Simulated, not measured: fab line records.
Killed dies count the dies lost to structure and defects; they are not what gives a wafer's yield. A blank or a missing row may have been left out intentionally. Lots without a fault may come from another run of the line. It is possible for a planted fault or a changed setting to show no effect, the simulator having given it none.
Chamber matching | flow gf180mcu | 3 sister chambers for GF_PASSIVATION_CVD_02 on pecvd-04
The step deposits Si3N4, target thk 700 nm, time 486.18 s. 3 wafers are shown with their chamber, then 12 later ones without.

EACH WAFER AND ITS CHAMBER
wafer  | chamber | heaterPowerW (W)
L089.1 | 2       | 551
L089.5 | 0       | 616
L089.6 | 1       | 576

WAFERS MISSING THEIR CHAMBER
wafer  | heaterPowerW (W)
L092.1 | 606
L092.4 | 561
L092.6 | 597
L095.1 | 594
L095.3 | 617
L095.6 | 600
L096.1 | 721
L096.2 | 574
L096.3 | 576
L096.4 | 590
L096.5 | 638
L096.6 | 631

THE CHAMBER EACH PASSED THROUGH
wafer  | from the rows above          | in truth
L092.1 | can't be placed: 0 or 1 or 2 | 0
L092.4 | can't be placed: 2 or 1 or 0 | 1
L092.6 | can't be placed: 0 or 1 or 2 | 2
L095.1 | can't be placed: 1 or 0 or 2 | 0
L095.3 | can't be placed: 0 or 1 or 2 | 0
L095.6 | can't be placed: 0 or 1 or 2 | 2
L096.1 | can't be placed: 0 or 1 or 2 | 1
L096.2 | can't be placed: 1 or 2 or 0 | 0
L096.3 | can't be placed: 1 or 2 or 0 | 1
L096.4 | can't be placed: 1 or 0 or 2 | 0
L096.5 | can't be placed: 0 or 1 or 2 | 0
L096.6 | can't be placed: 0 or 1 or 2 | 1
Correctly placed: 0 of 12. Not placeable from these rows: 12 (in 12, the candidates include the true chamber). Number placed wrongly: 0.
How it was worked out, from the rows above alone: a wafer's distance from a chamber is the root of the sum, over the readings, of the square of ((its reading less the chamber's mean) divided by the reading's scatter). If the next closest chamber is less than 2 further off than the closest, the wafer can't be placed; otherwise it belongs to the closest. For every chamber, the mean is computed from those of its wafers that are shown. The scatter: root of mean squared gap, hidden wafer to nearest shown wafer, with one shown wafer a chamber.
